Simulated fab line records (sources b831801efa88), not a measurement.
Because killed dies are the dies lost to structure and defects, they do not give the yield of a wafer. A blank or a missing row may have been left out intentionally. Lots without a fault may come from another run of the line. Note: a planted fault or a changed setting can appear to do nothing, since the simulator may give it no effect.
Matching of chambers / flow gf180mcu / pecvd-02 running GF_V2_CVD_02: 3 sister chambers
The step deposits SiO2 from TEOS, target thk 850 nm, time 94.851 s. 20 wafers are shown with their chamber, then 10 later ones without.

== WAFERS WITH THEIR CHAMBER ==
wafer=L074.2; chamber=0; heater power w (W)=620; heater power outer w (W)=328
wafer=L074.5; chamber=1; heater power w (W)=721; heater power outer w (W)=389
wafer=L074.6; chamber=2; heater power w (W)=536; heater power outer w (W)=289
wafer=L076.2; chamber=0; heater power w (W)=677; heater power outer w (W)=351
wafer=L076.3; chamber=1; heater power w (W)=739; heater power outer w (W)=413
wafer=L076.6; chamber=2; heater power w (W)=602; heater power outer w (W)=339
wafer=L078.2; chamber=0; heater power w (W)=677; heater power outer w (W)=363
wafer=L078.4; chamber=1; heater power w (W)=680; heater power outer w (W)=377
wafer=L078.6; chamber=0; heater power w (W)=535; heater power outer w (W)=270
wafer=L081.1; chamber=0; heater power w (W)=664; heater power outer w (W)=356
wafer=L081.3; chamber=2; heater power w (W)=649; heater power outer w (W)=363
wafer=L081.6; chamber=1; heater power w (W)=619; heater power outer w (W)=303
wafer=L082.1; chamber=0; heater power w (W)=592; heater power outer w (W)=308
wafer=L082.2; chamber=2; heater power w (W)=570; heater power outer w (W)=311
wafer=L082.6; chamber=2; heater power w (W)=625; heater power outer w (W)=342
wafer=L084.1; chamber=2; heater power w (W)=564; heater power outer w (W)=302
wafer=L084.2; chamber=0; heater power w (W)=605; heater power outer w (W)=339
wafer=L084.4; chamber=0; heater power w (W)=660; heater power outer w (W)=354
wafer=L087.1; chamber=1; heater power w (W)=717; heater power outer w (W)=394
wafer=L087.2; chamber=0; heater power w (W)=609; heater power outer w (W)=310

SIGNATURES (averages over the wafers above)
reading=heater power w; chamber 0=626.56; chamber 1=695.20; chamber 2=591.00; scatter within a chamber=46
reading=heater power outer w; chamber 0=331.00; chamber 1=375.20; chamber 2=324.33; scatter within a chamber=33
Rule: distance of a wafer from a chamber = root of the sum over the readings of ((wafer's reading minus chamber's mean) / reading's scatter) squared. If the next closest chamber is less than 2 further off than the closest, the wafer can't be placed; otherwise it belongs to the closest. The scatter is the square root of a quotient: the sum, over the shown wafers, of each reading's squared deviation from its chamber's mean, divided by wafers minus chambers.

== WAFERS WITH NO CHAMBER GIVEN ==
wafer=L087.3; heater power w (W)=580; heater power outer w (W)=319
wafer=L087.4; heater power w (W)=650; heater power outer w (W)=345
wafer=L087.5; heater power w (W)=637; heater power outer w (W)=357
wafer=L087.6; heater power w (W)=727; heater power outer w (W)=411
wafer=L093.2; heater power w (W)=537; heater power outer w (W)=270
wafer=L093.4; heater power w (W)=659; heater power outer w (W)=372
wafer=L093.6; heater power w (W)=748; heater power outer w (W)=409
wafer=L097.2; heater power w (W)=722; heater power outer w (W)=398
wafer=L097.4; heater power w (W)=747; heater power outer w (W)=400
wafer=L097.5; heater power w (W)=525; heater power outer w (W)=275

== CHAMBER TAKEN BY EACH ==
wafer=L087.3; from the rows above=can't be placed: 2 or 0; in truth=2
wafer=L087.4; from the rows above=can't be placed: 0 or 1 or 2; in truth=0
wafer=L087.5; from the rows above=can't be placed: 0 or 1 or 2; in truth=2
wafer=L087.6; from the rows above=can't be placed: 1 or 0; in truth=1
wafer=L093.2; from the rows above=can't be placed: 2 or 0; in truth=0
wafer=L093.4; from the rows above=can't be placed: 1 or 0 or 2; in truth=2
wafer=L093.6; from the rows above=1; in truth=1
wafer=L097.2; from the rows above=1; in truth=1
wafer=L097.4; from the rows above=can't be placed: 1 or 0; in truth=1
wafer=L097.5; from the rows above=can't be placed: 2 or 0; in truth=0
Correctly placed: 2 of 10. These rows do not allow placing 8 (true chamber among the candidates in 8). Wrongly placed: 0.
